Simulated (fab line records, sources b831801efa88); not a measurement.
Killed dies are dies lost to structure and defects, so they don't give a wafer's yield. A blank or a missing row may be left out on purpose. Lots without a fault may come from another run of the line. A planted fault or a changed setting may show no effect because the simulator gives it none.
Which tool did it? | flow gf180mcu | 14 lots, 42 wafers sampled, at 5 steps of a route of 602

WHAT THE GAUGES READ, wafer by wafer
GF_STI_THK_MEAS_02.
lot  | measured    | on            | STI_OXIDATION_THK (nm)
L801 | day 1 11:31 | film_metro-01 | 10.18 10.23 10.28
L802 | day 1 16:41 | film_metro-01 | 10.05 10.13 10.31
L803 | day 1 22:23 | film_metro-03 | 10.09 9.75 9.88
L804 | day 2 02:32 | film_metro-01 | 10.17 10.05 10.09
L805 | day 2 07:48 | film_metro-02 | 9.80 9.91 9.96
L806 | day 2 14:16 | film_metro-02 | 9.97 9.93 9.90
L807 | day 2 17:32 | film_metro-03 | 9.98 9.99 9.93
L808 | day 2 22:32 | film_metro-03 | 10.00 9.96 10.03
L811 | day 3 13:59 | film_metro-01 | 9.91 10.10 10.01
L812 | day 3 18:31 | film_metro-02 | 9.67 9.60 9.45
L813 | day 3 23:31 | film_metro-03 | 10.28 10.31 10.39
L819 | day 5 05:32 | film_metro-03 | 9.84 9.82 9.83
L822 | day 5 20:57 | film_metro-01 | 9.67 9.80 9.63
L823 | day 6 01:31 | film_metro-02 | 9.75 9.87 9.73

GF_DNWELL_TW_MEAS_09.
lot  | measured    | on            | DNWELL_TW
L801 | day 2 19:56 | film_metro-03 | 1358 1361 1368
L802 | day 2 23:49 | film_metro-04 | 1335 1329 1327
L803 | day 3 06:48 | film_metro-04 | 1327 1341 1329
L804 | day 3 11:13 | film_metro-04 | 1335 1328 1332
L805 | day 3 14:41 | film_metro-03 | 1355 1352 1358
L806 | day 3 22:57 | film_metro-04 | 1338 1330 1326
L807 | day 4 02:24 | film_metro-03 | 1361 1367 1364
L808 | day 4 08:18 | film_metro-04 | 1328 1328 1330
L811 | day 5 01:24 | film_metro-04 | 1514 1508 1512
L812 | day 5 05:47 | film_metro-03 | 1361 1366 1365
L813 | day 5 09:48 | film_metro-02 | 1534 1534 1537
L819 | day 6 18:31 | film_metro-04 | 1335 1336 1343
L822 | day 7 10:35 | film_metro-02 | 1351 1344 1347
L823 | day 7 15:15 | film_metro-04 | 1323 1321 1329

GF_MVSD_OVL_MEAS_07.
lot  | measured    | on         | MVSD_OVL (nm)
L801 | day 4 11:35 | overlay-01 | 0.2 1.6 2.0
L802 | day 4 16:14 | overlay-01 | 1.5 2.2 2.3
L803 | day 5 00:19 | overlay-01 | 1.6 1.8 -0.6
L804 | day 5 03:36 | overlay-02 | 1.1 1.3 0.9
L805 | day 5 08:38 | overlay-02 | 0.1 -1.5 -0.7
L806 | day 5 17:35 | overlay-02 | 0.3 0.3 -1.7
L807 | day 5 19:41 | overlay-01 | 0.7 1.9 2.4
L808 | day 6 02:41 | overlay-02 | 0.0 -2.4 -0.5
L811 | day 6 21:20 | overlay-01 | -1.0 -0.2 -0.7
L812 | day 7 01:58 | overlay-01 | 2.1 2.2 1.8
L813 | day 7 07:20 | overlay-02 | -1.0 0.0 -0.5
L819 | day 8 19:38 | overlay-01 | 0.1 0.6 0.5
L822 | day 9 13:43 | overlay-02 | 2.4 0.3 3.6
L823 | day 9 17:46 | overlay-01 | -0.1 2.8 -0.7

GF_MVPSD_OVL_MEAS_07.
lot  | measured     | on         | MVPSD_OVL (nm)
L801 | day 5 01:29  | overlay-01 | 0.4 -1.0 -1.0
L802 | day 5 06:04  | overlay-01 | 1.4 1.0 0.2
L803 | day 5 14:33  | overlay-02 | 1.8 0.9 0.5
L804 | day 5 18:31  | overlay-01 | 1.6 0.7 2.6
L805 | day 5 22:44  | overlay-02 | 1.6 1.5 1.4
L806 | day 6 08:29  | overlay-02 | -0.6 2.5 1.2
L807 | day 6 11:07  | overlay-02 | 2.8 0.8 2.8
L808 | day 6 17:55  | overlay-01 | 1.3 -1.1 2.3
L811 | day 7 13:18  | overlay-02 | -0.2 1.4 0.5
L812 | day 7 18:40  | overlay-02 | 1.0 2.1 3.2
L813 | day 8 00:40  | overlay-02 | 1.5 0.0 0.9
L819 | day 9 13:33  | overlay-01 | 1.1 1.0 2.4
L822 | day 10 08:02 | overlay-02 | 0.2 -0.3 0.0
L823 | day 10 11:21 | overlay-01 | 1.5 1.0 -0.2

WHICH TOOL RAN EACH LOT (tool, then ch and the chambers of the sampled wafers, then the start)
lot  | GF_DNWELL_IMPLANT_07
L801 | implanter-02 ch 0, day 2 19:42
L802 | implanter-02 ch 0, day 2 23:35
L803 | implanter-04 ch 0, day 3 06:33
L804 | implanter-01 ch 0, day 3 11:00
L805 | implanter-01 ch 0, day 3 14:27
L806 | implanter-01 ch 0, day 3 22:43
L807 | implanter-01 ch 0, day 4 02:11
L808 | implanter-04 ch 0, day 4 08:05
L811 | implanter-01 ch 0, day 5 01:11
L812 | implanter-02 ch 0, day 5 05:32
L813 | implanter-01 ch 0, day 5 09:33
L819 | implanter-02 ch 0, day 6 18:18
L822 | implanter-04 ch 0, day 7 10:21
L823 | implanter-02 ch 0, day 7 15:00
- GF_DNWELL_IMPLANT_07

WHAT THE TOOLS THEMSELVES READ (means of the sampled wafers that have a number; where no wafer has one, the mark that the record gives instead)
GF_DNWELL_IMPLANT_07.
lot  | tool         | beam_on_s (s) | dose_ions_cm2 | faraday_current_uA | tilt_deg (degrees)
L801 | implanter-02 | 9.98          | 9.9970e+12    | 56.6               | -0.005
L802 | implanter-02 | 9.79          | 1.0004e+13    | 57.6               | 0.014
L803 | implanter-04 | 10.18         | 9.9907e+12    | 55.6               | 0.005
L804 | implanter-01 | 10.08         | 1.0001e+13    | 55.9               | 0.026
L805 | implanter-01 | 10.05         | 9.9967e+12    | 56.0               | 0.023
L806 | implanter-01 | 9.95          | 1.0006e+13    | 56.6               | 0.018
L807 | implanter-01 | 10.03         | 9.9763e+12    | 56.2               | -0.023
L808 | implanter-04 | 10.12         | 1.0001e+13    | 55.7               | 0.010
L811 | implanter-01 | 10.19         | 1.5055e+13    | 83.1               | 0.035
L812 | implanter-02 | 9.96          | 1.0009e+13    | 56.6               | 0.032
L813 | implanter-01 | 10.07         | 1.5049e+13    | 84.2               | 0.025
L819 | implanter-02 | 10.21         | 1.0003e+13    | 55.2               | -0.000
L822 | implanter-04 | 10.24         | 1.0006e+13    | 55.0               | -0.009
L823 | implanter-02 | 9.91          | 9.9980e+12    | 57.0               | -0.020

THE ANSWER, worked out from the rows above alone
Rule: what is usual is taken from the lots themselves. Put in order of their means at a reading, lots are off if they are a third of the lots or fewer, leave a main group of 4 or more, and stand apart from it by a gap of 3 or more times the standard deviation of the main group's means; of several such gaps the widest counts. A main group whose means are all the same, to the digits that the tables above print for the reading, isn't used. A lot without any number at a reading at which 4 lots or more have one is off too. The other lots that the step has rows for count as sound. The gauges are gone through in route order, then the tools' own readings, and for those a lot's mean is taken as printed above. The first step at which some lot is off is used, and at that step the reading that is off furthest; a lot without a number counts as furthest.
Off: L811, L813, at GF_DNWELL_TW_MEAS_09 (DNWELL_TW). The main group: mean 1342, standard deviation 15.
A tool fits if, at a process step before that reading, it ran every lot that is off, and no sound lot after the first of them. The gauges at GF_DNWELL_TW_MEAS_09 aren't tried: what is off there is off at GF_DNWELL_IMPLANT_07 too, on other tools, and a gauge's error can't cause that. One fits: implanter-01 at GF_DNWELL_IMPLANT_07. Its last sound lot is L807 (day 4 02:11), its first lot that is off L811 (day 5 01:11): a fault that began between those two fits.
The tool's own readings at GF_DNWELL_IMPLANT_07 bear it out: on the lots that are off they differ by more than 5 times the standard deviation of the sound lots' means. dose_ions_cm2 reads 1.5052e+13 there against 9.9991e+12 on the sound lots; faraday_current_uA reads 83.7 there against 56.2 on the sound lots.

WHAT THE SIMULATOR HAD PUT IN
Process parameter drift: implanter-01, from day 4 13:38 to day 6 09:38, at GF_DNWELL_IMPLANT_07. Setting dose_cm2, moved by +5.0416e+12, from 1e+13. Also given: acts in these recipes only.
Lots struck among those shown: L811, L813. The rule above found the same.
